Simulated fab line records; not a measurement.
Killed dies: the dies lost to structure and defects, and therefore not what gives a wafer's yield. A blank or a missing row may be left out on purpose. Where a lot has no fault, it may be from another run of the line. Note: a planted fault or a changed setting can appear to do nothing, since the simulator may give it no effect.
One fault seen from 2 desks | flow gf180mcu | only its own numbers are on each desk; what lay behind them is given at the end

## FOR THE TOOL OWNER'S DESK: implanter-04
The tool's own readings at GF_NSD_IMPLANT_09, given as means over the sampled wafers that have a number, one for each lot that went through this tool. The brackets show how far a lot's mean lies from the usual mean; more than 4 standard deviations puts the lot out of limits, marked OUT.
Columns: A = dose-ions-cm2 at GF_NSD_IMPLANT_09, usual 4e+15
lot  | first seen here | A
L569 | day 17 12:59    | 4e+15 (+65) OUT
L570 | day 17 22:08    | 4e+15 (+64) OUT
Finding of this desk: L569, L570 out of limits; the first was L569 at day 17 12:59, on dose-ions-cm2 at GF_NSD_IMPLANT_09. In limits: none.

## METROLOGY DESK
Lot by lot, what the gauges showed, no matter which tool ran the lot: averages of those sampled wafers that carry a number. The brackets show how far a lot's mean lies from the usual mean; more than 4 standard deviations puts the lot out of limits, marked OUT.
Columns: A = HV_LDD_CVD_56_THK at GF_HV_LDD_THK_MEAS_57, usual 90.0 nm; B = NSD_RS at GF_PSD_RS_MEAS_14, usual 46.13 ohm/sq; C = SAB_CVD_00_THK at GF_SAB_THK_MEAS_01, usual 49.8 nm
lot  | first seen here | A    | B     | C
L557 | day 12 19:55    | 90.5 | 46.00 | 49.9
L559 | day 13 06:42    | 90.6 | 46.13 | 49.5
L560 | day 13 15:10    | 89.2 | 46.04 | 49.3
L561 | day 13 18:58    | 89.3 | 46.09 | 50.4
L565 | day 15 02:07    | 91.0 | 46.08 | 50.0
L569 | day 16 13:37    | 89.4 | 45.91 | 50.4
L570 | day 16 23:41    | 89.1 | 45.83 | 49.8
L571 | day 17 09:01    | 91.3 | 46.11 | 50.7
L572 | day 17 12:15    | 91.0 | 46.21 | 49.6
L576 | day 19 02:23    | 89.6 | 46.19 | 49.0
L578 | day 19 22:38    | 88.5 | 46.08 | 49.9
This desk's finding: nothing out of limits on any of the 11 lots.

## PUT TOGETHER
The tool owner's desk had the chance to raise an alarm at day 17 12:59 on L569, L570.
From the metrology desk's view, nothing was out of limits.
The metrology desk holds a record of L569, L570, inside its limits.
On implanter-04, each named lot ran GF_NSD_IMPLANT_09.

## WHAT THE SIMULATOR PUT IN
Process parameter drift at GF_NSD_IMPLANT_09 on implanter-04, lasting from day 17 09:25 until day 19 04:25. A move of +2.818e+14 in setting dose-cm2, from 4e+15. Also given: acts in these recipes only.
Struck lots among those shown: L569, L570.
Hours from the fault's start to each desk's first reading out of limits: the tool owner's desk, 4.
